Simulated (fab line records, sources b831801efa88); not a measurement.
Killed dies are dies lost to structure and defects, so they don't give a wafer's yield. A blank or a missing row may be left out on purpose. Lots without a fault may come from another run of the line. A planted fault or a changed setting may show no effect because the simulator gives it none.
Which tool did it? | flow gf180mcu | 12 lots, 36 wafers sampled, at 5 steps of a route of 602

WHAT THE GAUGES READ, wafer by wafer
GF_V3_THK_MEAS_25: measures by xrf. Usual: V3_W_THK 351 nm, standard deviation 4.7.
lot  | measured     | on            | V3_W_THK (nm) | flag
L422 | day 22 09:58 | film_metro-03 | 351 348 356   |
L423 | day 22 22:06 | film_metro-04 | 343 348 350   |
L424 | day 23 13:14 | film_metro-03 | 351 352 353   |
L426 | day 23 19:02 | film_metro-03 | 350 348 344   |
L427 | day 24 13:53 | film_metro-03 | 356 354 355   |
L431 | day 25 13:56 | film_metro-03 | 353 344 351   |
L439 | day 28 02:01 | film_metro-03 | 356 348 350   |
L440 | day 28 09:18 | film_metro-04 | 346 350 345   |
L441 | day 29 01:38 | film_metro-03 | 344 344 350   |
L442 | day 29 03:17 | film_metro-03 | 352 345 345   |
L444 | day 29 11:55 | film_metro-01 | 350 349 346   |
L443 | day 29 13:47 | film_metro-01 | 361 357 357   |

GF_TOP_METAL_OVL_MEAS_15. Usual: TOP_METAL_OVL -0.8 nm, standard deviation 1.6.
lot  | measured     | on         | TOP_METAL_OVL (nm) | flag
L422 | day 28 02:19 | overlay-02 | -0.2 -0.7 0.9      |
L423 | day 28 12:10 | overlay-01 | -1.3 0.7 -2.1      |
L424 | day 29 01:47 | overlay-02 | 1.3 1.1 -0.2       |
L426 | day 29 05:26 | overlay-01 | -1.2 -1.0 -2.3     |
L427 | day 29 21:55 | overlay-02 | 1.0 0.3 1.7        |
L431 | day 30 20:35 | overlay-02 | -1.1 -1.2 -1.5     |
L439 | day 32 22:09 | overlay-02 | -0.1 -0.7 -1.7     |
L440 | day 33 03:10 | overlay-02 | -1.3 -3.1 -1.4     |
L441 | day 33 16:43 | overlay-01 | -0.5 -1.5 -0.9     |
L442 | day 33 18:19 | overlay-02 | -2.9 1.8 -1.3      |
L444 | day 34 02:59 | overlay-01 | -3.3 -2.9 -4.2     |
L443 | day 34 03:22 | overlay-01 | -1.9 -2.0 -0.3     |

WHICH TOOL RAN EACH LOT (tool, then ch and the chambers of the sampled wafers, then the start)
lot  | GF_V1_CMP_04                  | GF_V1_ETCH_17                                 | GF_V1_CMP_26
L422 | cmp-02 ch 0,1,2, day 17 03:07 | rie_diel-02 ch 2,3, day 18 03:13 or earlier   | cmp-02 ch 0,1,3, day 18 03:13
L423 | cmp-02 ch 0,1,3, day 17 14:58 | rie_diel-02 ch 0,1,3, day 18 15:41 or earlier | cmp-01 ch 1,2,3, day 18 15:41
L424 | cmp-02 ch 0,1,3, day 17 21:05 | rie_diel-03 ch 0,1,3, day 18 22:13 or earlier | cmp-02 ch 1,2, day 18 22:13
L426 | cmp-01 ch 1,2, day 18 11:53   | rie_diel-03 ch 1,3, day 19 14:20 or earlier   | cmp-02 ch 1,2,3, day 19 14:20
L427 | cmp-01 ch 0,1, day 19 07:31   | rie_diel-03 ch 0,1,2, day 20 09:51 or earlier | cmp-01 ch 1,2, day 20 09:51
L431 | cmp-02 ch 0,1,2, day 20 11:44 | rie_diel-03 ch 0,1,2, day 21 13:37 or earlier | cmp-01 ch 0,1,2, day 21 13:37
L439 | cmp-02 ch 1,3, day 23 07:43   | rie_diel-02 ch 1,2,3, day 24 07:42 or earlier | cmp-01 ch 0,2, day 24 07:42
L440 | cmp-02 ch 0,1,2, day 23 16:04 | rie_diel-03 ch 0,2,3, day 24 15:53 or earlier | cmp-02 ch 0,1,2, day 24 15:53
L441 | cmp-01 ch 0,1, day 24 11:41   | rie_diel-03 ch 0,1,3, day 25 10:39 or earlier | cmp-02 ch 1,2, day 25 10:39
L442 | cmp-02 ch 0,2,3, day 24 12:53 | rie_diel-01 ch 0,1, day 25 11:46 or earlier   | cmp-02 ch 0,1,2, day 25 11:46
L444 | cmp-02 ch 0,1,2, day 25 00:03 | rie_diel-01 ch 1,2,3, day 25 22:57 or earlier | cmp-02 ch 0,2,3, day 25 22:57
L443 | cmp-01 ch 0,1,2, day 25 01:22 | rie_diel-02 ch 0,2, day 25 23:59 or earlier   | cmp-02 ch 0,3, day 25 23:59
- GF_V1_CMP_04: polishes SiO2.
- GF_V1_ETCH_17: etches SiO2 in C4F8/O2/Ar, stops on TiN, target depth 630 nm.
- GF_V1_CMP_26: polishes, stops on SiO2, t overpolish 15 s, target thk 0 nm.

WHAT THE TOOLS THEMSELVES READ (means of the sampled wafers that have a number; where no wafer has one, the mark that the record gives instead)
GF_V1_CMP_04. Usual: motor_current_A 12.2 A, standard deviation 0.7; platen_rpm 60.00 rpm, standard deviation 0.043; slurry_filter_dp_kPa 13.47 kPa, standard deviation 0.13; time_to_endpoint_s 81 s, standard deviation 7.8.
lot  | tool   | motor_current_A (A) | platen_rpm (rpm) | slurry_filter_dp_kPa (kPa) | time_to_endpoint_s (s) | flag
L422 | cmp-02 | 12.3                | 59.99            | 13.38                      | 75                     |
L423 | cmp-02 | 12.3                | 60.02            | 13.56                      | 81                     |
L424 | cmp-02 | 12.3                | 60.00            | 13.60                      | 83                     |
L426 | cmp-01 | 12.8                | 60.00            | 13.40                      | 80                     |
L427 | cmp-01 | 12.6                | 59.95            | 13.58                      | 80                     |
L431 | cmp-02 | 12.3                | 60.01            | 13.49                      | 61                     |
L439 | cmp-02 | 12.1                | 60.05            | 13.47                      | 85                     |
L440 | cmp-02 | 12.2                | 59.99            | 13.44                      | 79                     |
L441 | cmp-01 | 12.7                | 59.99            | 13.44                      | 79                     |
L442 | cmp-02 | 11.8                | 59.97            | 13.61                      | 86                     |
L444 | cmp-02 | 12.3                | 60.01            | 13.33                      | 80                     |
L443 | cmp-01 | 12.5                | 60.02            | 13.51                      | 79                     |

GF_V1_ETCH_17. Usual: oes_product_au 0.856 a.u., standard deviation 0.0046.
lot  | tool        | oes_product_au (a.u.) | flag
L422 | rie_diel-02 | 0.856                 |
L423 | rie_diel-02 | 0.859                 |
L424 | rie_diel-03 | 0.860                 |
L426 | rie_diel-03 | 0.857                 |
L427 | rie_diel-03 | 0.851                 |
L431 | rie_diel-03 | 0.895                 | OFF
L439 | rie_diel-02 | 0.856                 |
L440 | rie_diel-03 | 0.855                 |
L441 | rie_diel-03 | 0.853                 |
L442 | rie_diel-01 | 0.861                 |
L444 | rie_diel-01 | 0.856                 |
L443 | rie_diel-02 | 0.853                 |

GF_V1_CMP_26. Usual: motor_current_A 11.1 A, standard deviation 0.75; platen_rpm 60.00 rpm, standard deviation 0.036; slurry_filter_dp_kPa 13.51 kPa, standard deviation 0.15.
lot  | tool   | motor_current_A (A) | platen_rpm (rpm) | slurry_filter_dp_kPa (kPa) | flag
L422 | cmp-02 | 11.3                | 59.98            | 13.50                      |
L423 | cmp-01 | 10.6                | 60.00            | 13.58                      |
L424 | cmp-02 | 10.9                | 59.98            | 13.49                      |
L426 | cmp-02 | 11.0                | 60.01            | 13.55                      |
L427 | cmp-01 | 11.0                | 59.99            | 13.50                      |
L431 | cmp-01 | 11.9                | 60.00            | 13.47                      |
L439 | cmp-01 | 11.7                | 59.98            | 13.36                      |
L440 | cmp-02 | 10.9                | 60.03            | 13.73                      |
L441 | cmp-02 | 11.1                | 60.01            | 13.51                      |
L442 | cmp-02 | 11.5                | 59.97            | 13.46                      |
L444 | cmp-02 | 11.2                | 60.03            | 13.41                      |
L443 | cmp-02 | 11.0                | 59.99            | 13.49                      |

THE ANSWER, worked out from the rows above alone
Rule: a lot is off if the mean of its wafers that have a number lies more than 3 standard deviations from the usual mean. A lot without any number at a reading at which 4 lots or more have one is off too. The other lots that the step has rows for count as sound. The gauges are gone through in route order, then the tools' own readings, and for those a lot's mean is taken as printed above. The first step at which some lot is off is used, and at that step the reading that is off furthest; a lot without a number counts as furthest.
Off: L431, at GF_V1_ETCH_17 (oes_product_au).
A tool fits if, at that step or a process step before it, it ran every lot that is off, and no sound lot after the first of them. GF_V1_ETCH_17 gives no start for some lots, so the hours and the order of its lots are those of GF_V1_CMP_26. None of those tried fits.

WHAT THE SIMULATOR HAD PUT IN
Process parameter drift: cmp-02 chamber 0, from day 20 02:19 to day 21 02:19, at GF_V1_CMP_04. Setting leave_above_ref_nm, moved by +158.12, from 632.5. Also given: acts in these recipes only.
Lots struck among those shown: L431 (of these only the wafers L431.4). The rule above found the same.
